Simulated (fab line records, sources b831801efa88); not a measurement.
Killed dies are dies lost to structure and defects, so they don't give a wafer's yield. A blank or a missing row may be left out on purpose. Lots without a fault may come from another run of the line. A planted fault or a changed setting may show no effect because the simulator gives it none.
Which tool did it? | flow gf180mcu | 11 lots, 33 wafers sampled, at 6 steps of a route of 602

WHAT THE GAUGES READ, wafer by wafer
GF_VT_IMPLANT_RS_MEAS_46: measures by four-point-probe.
lot  | measured     | on            | MVSD_RS (ohm/sq)
L593 | day 7 11:59  | film_metro-03 | 455.7 454.5 454.7
L595 | day 8 01:58  | film_metro-01 | 454.8 453.8 455.6
L596 | day 8 09:43  | film_metro-03 | 455.8 456.4 457.9
L600 | day 9 12:47  | film_metro-03 | 456.6 456.0 457.3
L601 | day 9 20:25  | film_metro-03 | 458.7 457.3 457.1
L604 | day 10 14:58 | film_metro-03 | 455.2 454.3 455.5
L605 | day 10 23:01 | film_metro-03 | 458.3 458.5 458.1
L607 | day 11 10:55 | film_metro-03 | 456.9 456.5 457.7
L608 | day 11 19:02 | film_metro-04 | 455.2 455.0 455.1
L609 | day 12 02:23 | film_metro-03 | 457.7 457.6 459.5
L614 | day 13 11:58 | film_metro-01 | 455.2 454.6 454.4

GF_DUAL_GATE_OVL_MEAS_11.
lot  | measured     | on         | DUAL_GATE_OVL (nm)
L593 | day 8 06:56  | overlay-02 | -1.3 -0.9 0.5
L595 | day 8 20:47  | overlay-01 | -1.5 -1.1 -1.5
L596 | day 9 05:31  | overlay-01 | -1.6 -1.0 -0.8
L600 | day 10 09:37 | overlay-02 | 0.2 0.2 0.4
L601 | day 10 16:39 | overlay-01 | -3.4 -3.0 -3.8
L604 | day 11 12:24 | overlay-02 | -2.6 0.3 -0.7
L605 | day 11 20:19 | overlay-02 | 2.1 2.2 2.7
L607 | day 12 08:08 | overlay-01 | -0.6 -1.7 -3.4
L608 | day 12 16:11 | overlay-01 | -2.3 -2.0 -1.0
L609 | day 13 00:19 | overlay-01 | -0.4 -0.6 -1.1
L614 | day 14 10:38 | overlay-01 | -3.1 -1.9 -3.3

GF_POLY_GATE_CD_MEAS_18.
lot  | measured     | on        | cd_nm (nm)
L593 | day 9 06:02  | cd_sem-01 | 280.8 281.7 280.7
L595 | day 9 20:12  | cd_sem-01 | 282.3 278.5 280.2
L596 | day 10 03:59 | cd_sem-02 | 279.7 279.7 280.0
L600 | day 11 09:51 | cd_sem-01 | - - -
L601 | day 11 17:35 | cd_sem-02 | - - -
L604 | day 12 12:50 | cd_sem-01 | 278.2 278.9 278.7
L605 | day 13 01:10 | cd_sem-01 | 279.9 277.0 276.9
L607 | day 13 09:51 | cd_sem-02 | 280.2 281.5 281.5
L608 | day 13 18:22 | cd_sem-01 | 281.5 279.9 279.3
L609 | day 14 03:04 | cd_sem-01 | 278.4 278.5 277.6
L614 | day 15 13:53 | cd_sem-01 | 281.1 282.0 281.8

WHICH TOOL RAN EACH LOT (tool, then ch and the chambers of the sampled wafers, then the start)
lot  | GF_VT_IMPLANT_STRIP_42               | GF_POLY_GATE_ETCH_12               | GF_POLY_GATE_ETCH_13
L593 | plasma_asher-04 ch 0,1, day 7 11:41  | rie_diel-01 ch 0,1,2, day 9 04:28  | rie_si-01 ch 0,2,3, day 9 04:31
L595 | plasma_asher-02 ch 0, day 8 01:35    | rie_diel-03 ch 1,2,3, day 9 18:37  | rie_si-01 ch 1,3, day 9 18:40
L596 | plasma_asher-02 ch 0,1, day 8 09:24  | rie_diel-04 ch 0,1,2, day 10 02:25 | rie_si-02 ch 0,1,2, day 10 02:28
L600 | plasma_asher-02 ch 0,1, day 9 12:28  | rie_diel-01 ch 0,2, day 11 08:15   | rie_si-02 ch 0,1,3, day 11 08:18
L601 | plasma_asher-04 ch 0,1, day 9 20:07  | rie_diel-01 ch 0,1, day 11 16:01   | rie_si-02 ch 1,2,3, day 11 16:04
L604 | plasma_asher-03 ch 0, day 10 14:40   | rie_diel-03 ch 0,1,3, day 12 11:16 | rie_si-01 ch 1,2, day 12 11:19
L605 | plasma_asher-04 ch 0,1, day 10 22:43 | rie_diel-01 ch 0,1,3, day 12 21:46 | rie_si-02 ch 1,2,3, day 12 21:49
L607 | plasma_asher-02 ch 0,1, day 11 10:29 | rie_diel-03 ch 1,2,3, day 13 07:56 | rie_si-02 ch 1,2,3, day 13 07:59
L608 | plasma_asher-02 ch 0,1, day 11 18:43 | rie_diel-01 ch 1,2, day 13 16:45   | rie_si-01 ch 0,2, day 13 16:48
L609 | plasma_asher-03 ch 0,1, day 12 02:05 | rie_diel-01 ch 1,2,3, day 14 01:09 | rie_si-01 ch 0,1,3, day 14 01:12
L614 | plasma_asher-03 ch 0,1, day 13 11:38 | rie_diel-01 ch 1,2,3, day 15 12:13 | rie_si-01 ch 0,1,3, day 15 12:16
- GF_VT_IMPLANT_STRIP_42: strips in O2/N2.
- GF_POLY_GATE_ETCH_12: etches BARC in N2/H2.
- GF_POLY_GATE_ETCH_13: etches poly-Si in HBr/Cl2, stops on SiO2, target depth 198.5 nm, time 69.6 s.

WHAT THE TOOLS THEMSELVES READ (means of the sampled wafers that have a number; where no wafer has one, the mark that the record gives instead)
GF_VT_IMPLANT_STRIP_42.
lot  | tool            | drypump_motor_current_A (A) | heater_power_w (W) | oes_product_au (a.u.) | strip_time_to_endpoint_s (s)
L593 | plasma_asher-04 | 6.3                         | 327                | 0.714                 | 12.62
L595 | plasma_asher-02 | 5.8                         | 300                | 0.715                 | 12.64
L596 | plasma_asher-02 | 5.6                         | 362                | 0.714                 | 12.66
L600 | plasma_asher-02 | 5.6                         | 331                | 0.712                 | 12.65
L601 | plasma_asher-04 | 6.3                         | 327                | 0.716                 | 12.63
L604 | plasma_asher-03 | 6.0                         | 356                | 0.712                 | 12.63
L605 | plasma_asher-04 | 6.3                         | 327                | 0.716                 | 12.63
L607 | plasma_asher-02 | 5.7                         | 326                | 0.718                 | 12.61
L608 | plasma_asher-02 | 5.7                         | 335                | 0.714                 | 12.63
L609 | plasma_asher-03 | 5.8                         | 357                | 0.715                 | 12.70
L614 | plasma_asher-03 | 5.5                         | 352                | 0.715                 | 12.59

GF_POLY_GATE_ETCH_12.
lot  | tool        | bias_w (W) | chamber_pressure_mTorr (mTorr) | drypump_motor_current_A (A) | oes_product_au (a.u.) | throttle_valve_pct (%)
L593 | rie_diel-01 | 99.9       | 29.992                         | 5.5                         | 0.736                 | 13.210
L595 | rie_diel-03 | 99.7       | 29.999                         | 5.8                         | 0.735                 | 13.207
L596 | rie_diel-04 | 100.0      | 29.991                         | 5.7                         | 0.739                 | 13.227
L600 | rie_diel-01 | -          | -                              | -                           | -                     | -
L601 | rie_diel-01 | -          | -                              | -                           | -                     | -
L604 | rie_diel-03 | 99.8       | 30.000                         | 5.4                         | 0.733                 | 13.220
L605 | rie_diel-01 | 99.9       | 30.011                         | 5.5                         | 0.740                 | 13.214
L607 | rie_diel-03 | 100.1      | 30.008                         | 5.8                         | 0.734                 | 13.214
L608 | rie_diel-01 | 100.1      | 30.006                         | 5.2                         | 0.741                 | 13.218
L609 | rie_diel-01 | 100.1      | 30.001                         | 5.3                         | 0.731                 | 13.211
L614 | rie_diel-01 | 100.0      | 30.005                         | 5.4                         | 0.737                 | 13.213

GF_POLY_GATE_ETCH_13.
lot  | tool      | HBr_flow_sccm (sccm) | bias_w (W) | drypump_motor_current_A (A) | oes_product_au (a.u.) | throttle_valve_pct (%)
L593 | rie_si-01 | 150.2                | 99.9       | 5.5                         | 0.994                 | 33.684
L595 | rie_si-01 | 150.1                | 100.0      | 5.4                         | 0.991                 | 33.682
L596 | rie_si-02 | 150.1                | 99.9       | 6.0                         | 0.989                 | 33.689
L600 | rie_si-02 | 149.6                | 100.1      | 6.0                         | 0.272                 | 33.677
L601 | rie_si-02 | 150.0                | 100.1      | 5.8                         | 0.272                 | 33.678
L604 | rie_si-01 | 150.1                | 100.2      | 5.7                         | 0.988                 | 33.688
L605 | rie_si-02 | 150.1                | 99.8       | 5.8                         | 0.988                 | 33.687
L607 | rie_si-02 | 149.8                | 100.2      | 5.8                         | 0.989                 | 33.686
L608 | rie_si-01 | 149.9                | 100.1      | 5.3                         | 0.988                 | 33.680
L609 | rie_si-01 | 150.1                | 99.9       | 5.2                         | 0.982                 | 33.680
L614 | rie_si-01 | 150.1                | 100.0      | 5.2                         | 0.987                 | 33.682

THE ANSWER, worked out from the rows above alone
Rule: what is usual is taken from the lots themselves. Put in order of their means at a reading, lots are off if they are a third of the lots or fewer, leave a main group of 4 or more, and stand apart from it by a gap of 3 or more times the standard deviation of the main group's means; of several such gaps the widest counts. A main group whose means are all the same, to the digits that the tables above print for the reading, isn't used. A lot without any number at a reading at which 4 lots or more have one is off too. The other lots that the step has rows for count as sound. The gauges are gone through in route order, then the tools' own readings, and for those a lot's mean is taken as printed above. The first step at which some lot is off is used, and at that step the reading that is off furthest; a lot without a number counts as furthest.
Off: L600, L601, at GF_POLY_GATE_CD_MEAS_18 (cd_nm). Without a number there: L600, L601. The main group: mean 279.9 nm, standard deviation 1.3.
A tool fits if, at a process step before that reading, it ran every lot that is off, and no sound lot after the first of them. The gauges at GF_POLY_GATE_CD_MEAS_18 aren't tried: what is off there is off at GF_POLY_GATE_ETCH_12 too, on other tools, and a gauge's error can't cause that. None of those tried fits.

WHAT THE SIMULATOR HAD PUT IN
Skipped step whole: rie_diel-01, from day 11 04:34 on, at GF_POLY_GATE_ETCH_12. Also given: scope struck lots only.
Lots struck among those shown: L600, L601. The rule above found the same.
